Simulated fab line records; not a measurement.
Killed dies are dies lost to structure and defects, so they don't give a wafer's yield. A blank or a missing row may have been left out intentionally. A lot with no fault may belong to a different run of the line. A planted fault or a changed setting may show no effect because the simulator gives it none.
What tool caused it?    flow sky130    11 lots, 33 wafers sampled, at 6 steps of a route of 708

## WHAT EACH GAUGE READ, for each wafer
Not one reading of a measure or inspect step in the record can be checked against a usual standard deviation.

## TOOL THAT RAN EACH LOT (tool first, then ch and the chambers of the sampled wafers, then the start)
lot   SKY_VIA1_ETCH_15                    SKY_VIA1_STRIP_16                     SKY_VIA1_SPUTTER_20           SKY_METAL2_SPUTTER_00         SKY_METAL2_SPUTTER_01         SKY_PAD_OPEN_PROBE_99
L580  rie_diel-04 ch 1,2, day 34 01:48    plasma_asher-04 ch 0,1, day 34 01:53  pvd_sputter-03, day 34 02:26  pvd_sputter-04, day 34 03:05  pvd_sputter-04, day 34 03:07  prober-02, day 45 19:05
L584  rie_diel-01 ch 1,2,3, day 35 12:16  plasma_asher-03 ch 0,1, day 35 12:20  pvd_sputter-02, day 35 12:54  pvd_sputter-03, day 35 13:43  pvd_sputter-03, day 35 13:44  prober-01, day 47 00:00
L586  rie_diel-01 ch 1,2,3, day 36 12:00  plasma_asher-01 ch 0,1, day 36 12:03  pvd_sputter-01, day 36 12:38  pvd_sputter-04, day 36 13:16  pvd_sputter-04, day 36 13:18  prober-02, day 47 16:19
L587  rie_diel-01 ch 0,3, day 36 15:46    plasma_asher-01 ch 0,1, day 36 15:49  pvd_sputter-03, day 36 16:24  pvd_sputter-01, day 36 17:02  pvd_sputter-01, day 36 17:04  prober-01, day 47 19:04
L589  rie_diel-03 ch 0,2,3, day 37 04:15  plasma_asher-01 ch 0,1, day 37 04:18  pvd_sputter-03, day 37 04:53  pvd_sputter-04, day 37 05:31  pvd_sputter-04, day 37 05:33  prober-01, day 48 04:26
L590  rie_diel-04 ch 0,1, day 37 19:15    plasma_asher-04 ch 0,1, day 37 19:18  pvd_sputter-02, day 37 19:54  pvd_sputter-01, day 37 20:32  pvd_sputter-01, day 37 20:34  prober-02, day 48 15:50
L592  rie_diel-03 ch 1,3, day 37 22:42    plasma_asher-04 ch 1, day 37 22:45    pvd_sputter-02, day 37 23:23  pvd_sputter-04, day 38 00:01  pvd_sputter-04, day 38 00:02  prober-01, day 48 18:21
L598  rie_diel-01 ch 0,2,3, day 39 14:22  plasma_asher-04 ch 0,1, day 39 14:25  pvd_sputter-03, day 39 15:00  -                             -                             prober-02, day 49 22:17
L599  rie_diel-03 ch 2,3, day 39 18:12    plasma_asher-04 ch 0,1, day 39 18:15  pvd_sputter-01, day 39 18:50  -                             -                             prober-01, day 50 02:23
L600  rie_diel-01 ch 0,2,3, day 40 01:00  plasma_asher-04 ch 0,1, day 40 01:05  pvd_sputter-02, day 40 01:41  -                             -                             prober-01, day 50 06:48
L603  rie_diel-03 ch 1,2, day 41 10:55    plasma_asher-03 ch 0,1, day 41 10:58  pvd_sputter-02, day 41 11:35  pvd_sputter-01, day 41 12:13  pvd_sputter-01, day 41 12:15  prober-01, day 51 05:02
- SKY_VIA1_ETCH_15: etches SiO2 in C4F8/O2/Ar, stops on TiN, target depth 351 nm, time 54 s.
- SKY_VIA1_STRIP_16: strips in O2/N2.
- SKY_VIA1_SPUTTER_20: material TiN, target thk 20 nm, time 80 s.
- SKY_METAL2_SPUTTER_00: material Ti, target thk 15 nm, time 10 s.
- SKY_METAL2_SPUTTER_01: material TiN, target thk 20 nm, time 16.7 s.
- SKY_PAD_OPEN_PROBE_99

## WHAT THE TOOLS THEMSELVES READ (means of the sampled wafers that have a number; where no wafer has one, the mark that the record gives instead)
SKY_VIA1_ETCH_15. Usual: bias_w 1200 W, standard deviation 3.7; chamber_pressure_mTorr 40.00 mTorr, standard deviation 0.038; oes_product_au 0.979 a.u., standard deviation 0.0058.
lot   tool         bias_w (W)  chamber_pressure_mTorr (mTorr)  oes_product_au (a.u.)  flag
L580  rie_diel-04  1201        40.01                           0.987                  
L584  rie_diel-01  1201        40.00                           0.974                  
L586  rie_diel-01  1199        40.00                           0.980                  
L587  rie_diel-01  1201        39.99                           0.975                  
L589  rie_diel-03  1200        40.03                           0.974                  
L590  rie_diel-04  1198        39.99                           0.980                  
L592  rie_diel-03  1199        40.04                           0.976                  
L598  rie_diel-01  -           -                               -                      OFF
L599  rie_diel-03  -           -                               -                      OFF
L600  rie_diel-01  -           -                               -                      OFF
L603  rie_diel-03  1201        39.97                           0.983                  

SKY_VIA1_STRIP_16. Usual: drypump_motor_current_A 6.0 A, standard deviation 0.56; oes_product_au 0.416 a.u., standard deviation 0.0045; strip_time_to_endpoint_s 4.460 s, standard deviation 0.024.
lot   tool             drypump_motor_current_A (A)  oes_product_au (a.u.)  strip_time_to_endpoint_s (s)  flag
L580  plasma_asher-04  5.7                          0.418                  4.453                         
L584  plasma_asher-03  6.1                          0.416                  4.437                         
L586  plasma_asher-01  5.6                          0.421                  4.434                         
L587  plasma_asher-01  5.6                          0.417                  4.455                         
L589  plasma_asher-01  5.9                          0.413                  4.481                         
L590  plasma_asher-04  5.8                          0.418                  4.491                         
L592  plasma_asher-04  6.7                          0.411                  4.477                         
L598  plasma_asher-04  6.2                          0.440                  5.168                         OFF
L599  plasma_asher-04  5.7                          0.445                  5.225                         OFF
L600  plasma_asher-04  6.2                          0.444                  5.207                         OFF
L603  plasma_asher-03  6.1                          0.420                  4.474                         

SKY_VIA1_SPUTTER_20. Usual: chamber_pressure_pa 5.001 Pa, standard deviation 0.0087; throttle_valve_pct 29.9 %, standard deviation 0.9.
lot   tool            chamber_pressure_pa (Pa)  throttle_valve_pct (%)  flag
L580  pvd_sputter-03  4.994                     29.2                    
L584  pvd_sputter-02  5.010                     30.6                    
L586  pvd_sputter-01  5.000                     29.9                    
L587  pvd_sputter-03  4.996                     29.5                    
L589  pvd_sputter-03  5.000                     29.3                    
L590  pvd_sputter-02  5.001                     30.2                    
L592  pvd_sputter-02  4.996                     30.1                    
L598  pvd_sputter-03  5.011                     29.2                    
L599  pvd_sputter-01  5.010                     29.5                    
L600  pvd_sputter-02  4.997                     30.2                    
L603  pvd_sputter-02  4.999                     31.0                    

SKY_METAL2_SPUTTER_00. Usual: chamber_pressure_pa 0.3999 Pa, standard deviation 0.00085; throttle_valve_pct 30.5 %, standard deviation 1.2.
lot   tool            chamber_pressure_pa (Pa)  throttle_valve_pct (%)  flag
L580  pvd_sputter-04  0.3996                    31.4                    
L584  pvd_sputter-03  0.4007                    29.1                    
L586  pvd_sputter-04  0.3990                    31.3                    
L587  pvd_sputter-01  0.4004                    29.6                    
L589  pvd_sputter-04  0.3994                    31.0                    
L590  pvd_sputter-01  0.4001                    29.5                    
L592  pvd_sputter-04  0.3999                    31.5                    
L603  pvd_sputter-01  0.4001                    29.5                    

SKY_METAL2_SPUTTER_01. Usual: chamber_pressure_pa 0.3999 Pa, standard deviation 0.0008; throttle_valve_pct 30.5 %, standard deviation 1.2.
lot   tool            chamber_pressure_pa (Pa)  throttle_valve_pct (%)  flag
L580  pvd_sputter-04  0.3995                    31.4                    
L584  pvd_sputter-03  0.4001                    29.2                    
L586  pvd_sputter-04  0.4001                    31.4                    
L587  pvd_sputter-01  0.3989                    29.5                    
L589  pvd_sputter-04  0.4005                    30.9                    
L590  pvd_sputter-01  0.3996                    29.5                    
L592  pvd_sputter-04  0.3997                    31.2                    
L603  pvd_sputter-01  0.3999                    29.4                    

SKY_PAD_OPEN_PROBE_99. Usual: defect_limited_yield 82.6 %, standard deviation 1.7; killed_at_M0_to_M3 42, standard deviation 6.4; killed_at_M4_up 3.2, standard deviation 1.9; killed_at_contacts 24, standard deviation 4.8; killed_at_front_end 16, standard deviation 4.4; killed_at_other 0.3, standard deviation 0.55; killed_dies 86, standard deviation 8.6; killed_on_rim 17, standard deviation 3.5; killed_open 46, standard deviation 6.6; killed_short 39, standard deviation 5.7; sort_bin_3_pad_short 0.8 %, standard deviation 0.41; sort_bin_5_function 10.3 %, standard deviation 1.5; sort_bin_6_memory 6.3 %, standard deviation 1; sort_n_pass 406, standard deviation 8.6; sort_yield_pct 82.6 %, standard deviation 1.7.
lot   tool       defect_limited_yield (%)  killed_at_M0_to_M3  killed_at_M4_up  killed_at_contacts  killed_at_front_end  killed_at_other  killed_dies  killed_on_rim  killed_open  killed_short  sort_bin_3_pad_short (%)  sort_bin_5_function (%)  sort_bin_6_memory (%)  sort_n_pass  sort_yield_pct (%)  flag
L580  prober-02  83.1                      42                  3.0              22                  17                   0.0              83           17             46           36            0.9                       9.9                      6.1                    409          83.1                
L584  prober-01  82.9                      42                  2.3              25                  14                   0.3              84           18             45           39            0.7                       10.0                     6.3                    408          82.9                
L586  prober-02  83.2                      39                  3.7              25                  14                   0.7              83           16             44           38            1.5                       8.9                      6.3                    409          83.2                
L587  prober-01  81.5                      47                  4.0              27                  14                   0.0              91           16             49           41            0.6                       10.5                     7.4                    401          81.5                
L589  prober-01  83.5                      31                  1.7              26                  21                   1.3              81           18             40           40            1.3                       10.1                     5.0                    411          83.5                
L590  prober-02  82.2                      44                  3.0              23                  17                   0.0              87           16             47           41            1.0                       9.7                      7.0                    405          82.2                
L592  prober-01  81.7                      45                  3.0              26                  15                   0.7              90           18             50           39            0.5                       10.7                     7.0                    402          81.7                
L598  prober-02  0.0                       447                 2.0              26                  16                   0.7              492          96             45           37            0.6                       92.6                     6.8                    0            0.0                 OFF
L599  prober-01  0.0                       447                 4.7              25                  15                   0.3              492          96             49           37            0.6                       92.9                     6.5                    0            0.0                 OFF
L600  prober-01  0.0                       449                 5.0              21                  17                   0.3              492          96             46           38            0.8                       92.3                     6.9                    0            0.0                 OFF
L603  prober-01  84.4                      40                  3.0              22                  12                   0.0              77           16             40           37            0.7                       9.2                      5.7                    415          84.4                

## THE ANSWER, worked out from the rows above alone
Rule: a lot is off if the mean of its wafers that have a number lies more than 3 standard deviations from the usual mean. Also off: a lot with no number at a reading for which 4 or more lots have one. The other lots that the step has rows for count as sound. After the gauges, taken in route order, come the tools' own readings; for these a lot's mean is taken, as printed above. The first step at which some lot is off is used, and at that step the reading that is off furthest; a lot without a number counts as furthest.
Off: L598, L599, L600 (SKY_VIA1_ETCH_15, bias_w). Without a number there: L598, L599, L600.
If a tool, at that step or one of the process steps before it, ran each lot that is off and ran no sound lot following the first of them, it fits. No candidate that was tried fits.

## WHAT WAS PUT IN BY THE SIMULATOR
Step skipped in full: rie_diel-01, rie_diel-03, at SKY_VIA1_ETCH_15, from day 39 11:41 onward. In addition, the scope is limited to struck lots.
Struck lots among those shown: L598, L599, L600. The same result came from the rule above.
